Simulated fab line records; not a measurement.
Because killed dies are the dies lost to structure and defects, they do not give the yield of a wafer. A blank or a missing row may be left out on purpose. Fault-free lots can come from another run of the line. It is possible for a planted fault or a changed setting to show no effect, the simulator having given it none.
The same fault as seen by 2 desks	flow sky130	numbers are kept per desk, each desk with only its own; the story behind them comes last

## FROM THE METROLOGY DESK
Means of the sampled wafers that have a number, per lot and without regard to the tool the lot ran on: this is what the gauges read. A lot is out of limits, marked OUT, if its mean lies more than 4 standard deviations from the usual mean; the brackets give that distance.
Columns: A = CAP2M_TIN_THK at SKY_CAP2M_THK_MEAS_04, usual 203.7 nm; B = METAL5_ALCU_RS at SKY_METAL5_RS_MEAS_05, usual 0.0271 ohm/sq; C = METAL5_ALCU_THK at SKY_METAL5_THK_MEAS_06, usual 1173 nm; D = PASSIVATION_CVD_00_THK at SKY_PASSIVATION_THK_MEAS_01, usual 90.1 nm
lot	first seen here	A	B	C	D
L857	day 40 06:34	205.2	0.0271	1181	90.0
L859	day 41 07:15	205.0	0.0272	1178	88.4
L862	day 41 11:02	205.8	0.0269	1192	90.6
L864	day 41 21:13	200.2	0.0270	1171	88.8
L867	day 43 00:31	202.7	0.0271	1171	90.3
L869	day 43 11:11	203.3	0.0270	1167	89.2
L871	day 43 22:23	204.4	0.0319 (+14) OUT	1023 (-9.4) OUT	90.0
L875	day 44 21:03	203.4	0.0269	1181	89.8
L877	day 45 06:58	198.9	0.0272	1165	90.5
L879	day 46 00:19	206.2	0.0273	1167	90.7
This desk reports L871 out of limits; the earliest was L871 at day 46 17:10 (METAL5_ALCU_RS at SKY_METAL5_RS_MEAS_05). Within limits: L857, L859, L862, L864, L867, L869, L875, L877, L879.

## THE TOOL OWNER'S DESK: pvd-sputter-04
The tool's own readings at SKY_METAL5_SPUTTER_02 (material AlCu, target thk 1150 nm, time 61.2 s): means of the sampled wafers that have a number, for each lot that ran on this tool. A lot is out of limits, marked OUT, if its mean lies more than 4 standard deviations from the usual mean; the brackets give that distance.
Columns: A = throttle-valve-pct at SKY_METAL5_SPUTTER_02, usual 30.6 %
lot	first seen here	A
L859	day 44 07:44	30.6
L862	day 44 11:09	31.5
L864	day 44 20:55	30.4
L867	day 45 22:41	31.3
L869	day 46 07:59	31.5
L871	day 46 17:04	30.3
Result from this desk: across the 6 lots, nothing is out of limits.

## TAKEN TOGETHER
On L871, the metrology desk was in a position to raise an alarm at day 46 17:10.
Nothing out of limits was seen by the tool owner's desk.
The tool owner's desk has L871 on record, within its limits.
Every lot named ran SKY_METAL5_SPUTTER_02 on pvd-sputter-04.

## WHAT THE SIMULATOR PUT IN
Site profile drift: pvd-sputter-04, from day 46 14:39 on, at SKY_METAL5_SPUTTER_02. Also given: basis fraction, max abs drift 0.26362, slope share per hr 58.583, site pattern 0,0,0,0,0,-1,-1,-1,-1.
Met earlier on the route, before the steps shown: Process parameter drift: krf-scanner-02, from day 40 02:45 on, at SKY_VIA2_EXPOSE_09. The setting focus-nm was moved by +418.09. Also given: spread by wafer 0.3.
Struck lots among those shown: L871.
Per desk, hours elapsed from the start of the fault to the first reading out of limits: for the metrology desk, 3.
